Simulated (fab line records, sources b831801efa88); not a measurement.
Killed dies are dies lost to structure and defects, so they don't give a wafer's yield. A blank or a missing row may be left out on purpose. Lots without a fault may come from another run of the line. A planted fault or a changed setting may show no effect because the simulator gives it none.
A struck lot beside a sound one | flow sky130 | 18 steps out of a route of 708
Sound: wafers L973.1, L973.4, L973.5. Struck: wafers L980.3, L980.5, L980.6. The cause comes at the end.
At each step with rows: each side's tool, then ch and its chambers, then its first start. Under that, the readings that differ: sound wafers | struck wafers | difference of the means | sigmas: that difference in standard deviations of wafers without a fault.
alike: readings whose means differ by less than 2 such deviations, and words and numbers that are the same on both sides. not compared: withheld readings, readings that some wafer has no value for, bounds like >300 that may hide the same value, and numbers for which the record gives no deviation and whose values overlap.
The two part at a step that has a row with sigmas, a row that says differs or no value, or rows on one side only. Numbers that don't overlap but have no deviation are shown without sigmas and don't part them. A reading that every wafer of one side lacks parts them only if that side has two wafers or more.

first, 1 step without rows for these wafers: SKY_VT_ADJUST_PCH_IMPLANT_08.
SKY_VT_ADJUST_PCH_STRIP_09: strips in O2/N2.
  sound on plasma_asher-04 ch 1, day 11 10:38; struck on plasma_asher-04 ch 0,1, day 13 10:43
  alike: drypump_motor_current_A, oes_product_au, strip_time_to_endpoint_s
  not compared: rf_hours_counter_h
SKY_VT_ADJUST_PCH_TW_MEAS_10:
  sound on film_metro-01, day 11 10:44; struck on film_metro-03, day 13 10:48
  alike: VT_ADJUST_PCH_TW
then, 7 steps without rows for these wafers: SKY_SONOS_TUNNEL_DEHYDRATE_00 (time 60 s); SKY_SONOS_TUNNEL_HMDS_01 (prime time 60 s); SKY_SONOS_TUNNEL_COAT_02 (resist thk 1140 nm); SKY_SONOS_TUNNEL_SOFTBAKE_03 (time 60 s); SKY_SONOS_TUNNEL_EXPOSE_04 (exposes mask TUNM, target cd 410 nm); SKY_SONOS_TUNNEL_PEB_05; SKY_SONOS_TUNNEL_DEVELOP_06 (develop time 60 s).
SKY_SONOS_TUNNEL_CD_MEAS_07: target cd 410 nm.
  sound on cd_sem-01, day 12 11:17; struck on cd_sem-02, day 14 12:56
  alike: cd_nm
SKY_SONOS_TUNNEL_OVL_MEAS_08:
  sound on overlay-02, day 12 11:25; struck on overlay-02, day 14 13:02
  alike: SONOS_TUNNEL_OVL
SKY_SONOS_TUNNEL_IMPLANT_09:
  sound on implanter-02 ch 0, day 12 11:27; struck on implanter-01 ch 0, day 14 13:06
  alike: faraday_current_uA
then, 2 steps without rows for these wafers: SKY_SONOS_TUNNEL_WET_ETCH_10 (etches SiO2 in dHF, target depth 14 nm, time 280 s); SKY_SONOS_TUNNEL_STRIP_11 (strips in SPM, time 600 s).
SKY_SONOS_TUNNEL_TW_MEAS_12:
  sound on film_metro-03, day 12 11:53; struck on film_metro-04, day 14 13:29
  reading         | sound             | struck            | difference | sigmas
  SONOS_TUNNEL_TW | 195.5 195.9 195.9 | 183.4 182.9 182.4 | -12.9      | -8
then, 1 step without rows for these wafers: SKY_SONOS_TUNNEL_CLEAN_13 (cleans in dHF, time 20 s).
-- the record jumps here: 34 days lie between the struck wafers' starts before and after (it left off in module SONOS_TUNNEL and takes up again in module PAD_OPEN, whose first step shown is number 708 of the route) --
SKY_PAD_OPEN_PROBE_99:
  sound on prober-02, day 47 02:45; struck on prober-02, day 48 07:28
  reading                                         | sound                   | struck                  | difference | sigmas
  model.etest.tip_sonos.rs_ohm_sq_range           | 53.22 51.49 38.74       | 119.1 107.1 105.1       | +62.6      |
  model.etest.tip_sonos.rs_ohm_sq_rim_less_centre | -9.32 -45.07 -13.67     | 30.4 19.79 11.43        | +43.2      |
  model.etest.sonos_uncharged.r_on_ohm_um         | 812 812.7 839.2         | 785.6 771.7 762.7       | -48.0      |
  model.etest.sonos_programmed.off_log10_a_um     | -14.01 -14 -13.88       | -13.41 -13.16 -12.72    | +0.87      |
  model.etest.sonos_baked.vt_v (V)                | 0.9379 0.9586 0.8999    | 0.8975 0.8276 0.8421    | -0.0764    |
  model.etest.sonos_uncharged.vt_v (V)            | -0.4578 -0.4508 -0.3703 | -0.5384 -0.5752 -0.5774 | -0.1374    |
  model.etest.sonos_erased.vt_v (V)               | -2.326 -2.354 -2.278    | -2.471 -2.438 -2.403    | -0.118     |
  alike: killed_at_M0_to_M3, killed_at_M4_up, killed_at_contacts, killed_at_front_end, killed_at_other, killed_dies, killed_open, killed_short
  not compared: model.etest.sonos_programmed.vt_v

WHERE THEY PART
Only at SKY_SONOS_TUNNEL_TW_MEAS_12, within this record. Later steps at which nothing parts them and some readings are alike: SKY_PAD_OPEN_PROBE_99.

WHY: what the simulator had put in
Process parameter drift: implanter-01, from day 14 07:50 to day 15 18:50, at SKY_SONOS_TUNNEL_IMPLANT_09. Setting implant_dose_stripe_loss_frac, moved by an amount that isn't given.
